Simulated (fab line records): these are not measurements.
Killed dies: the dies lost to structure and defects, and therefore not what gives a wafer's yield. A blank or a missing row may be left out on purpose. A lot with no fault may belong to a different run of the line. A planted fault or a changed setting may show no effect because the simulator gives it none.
Code-filled problem report in 8D (eight disciplines) form	flow sfq-line	the parts of the form that need people (team, actions taken, sign-off) are left out

1. WHAT IS WRONG
At SFQ_TRILAYER_I2_DEP_PECVD_063, rf-fwd-power-W averages 211.6 W over 6 wafers from 2 lots, while fault-free wafers read 182.3 W, standard deviation 0.59. That is +50 standard deviations from the usual mean.
The step: deposits SiO2 from SiH4/N2O, time 111.11 s, target thk 500 nm.
First observed at day 26 05:09: wafer L128.3, on pecvd-02. The record holds 42 wafers of 14 lots with a number at this step. Rule for "out" (also "out of limits"): further than 4 standard deviations from the usual mean. All remaining wafers that have a number are taken as sound.

2. WHAT IT IS AND WHAT IT IS NOT
question	is	is not
which readings at this step	rf-fwd-power-W	heater-power-outer-w, heater-power-w, throttle-valve-pct
which lots	L128, L130	L114, L115, L117, L120, L121, L122, L123, L126, L127, L132, L133, L134
which wafers of those lots	all that have a number	-
read on which tools	pecvd-02	pecvd-01, pecvd-03
when	from day 26 05:09	up to then (27 sound wafers); but 9 sound wafers of L132, L133, L134 came after

3. THE SUSPECTS, EACH WITH WHAT RULES IT OUT
Counting: a tool at a process step up to the reading stays a suspect if it ran every lot that is out and no sound lot after the first of them.
- pecvd-02 at SFQ_TRILAYER_I2_DEP_PECVD_063 (deposits SiO2 from SiH4/N2O, time 111.11 s, target thk 500 nm): ruled out as a lasting fault. Sound lots L134 ran on it after its first lot that is out, L128 (day 26 05:09).
Left after counting: nothing in the record.

4. THE CAUSE (what the simulator had put in)
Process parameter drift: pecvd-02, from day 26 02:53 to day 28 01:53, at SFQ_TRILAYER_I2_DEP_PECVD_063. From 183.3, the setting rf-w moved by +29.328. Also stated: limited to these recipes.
Counting ruled it out, wrongly.

5. THE EFFECT CHAIN, in route order
Rows list readings where the struck wafers' mean (over those with a number) sits beyond 3 standard deviations from the usual. Scope: only readings with a usual standard deviation given in the record; hours: median across lots of the time from each lot's start at the first step in this table that gives one to its start at this step; sigmas: change in usual standard deviations.
hours	step	reading	usual	on struck wafers	change	sigmas
0	SFQ_TRILAYER_I2_DEP_PECVD_063	rf-fwd-power-W	182.3 W	211.6	+29.2	+50
The process steps in it:
- SFQ_TRILAYER_I2_DEP_PECVD_063: deposits SiO2 from SiH4/N2O, time 111.11 s, target thk 500 nm.

6. WHAT WOULD HAVE CAUGHT IT SOONER
The fault began at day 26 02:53; the first out-of-limits reading in this record came at day 26 05:09, 2 hours later.
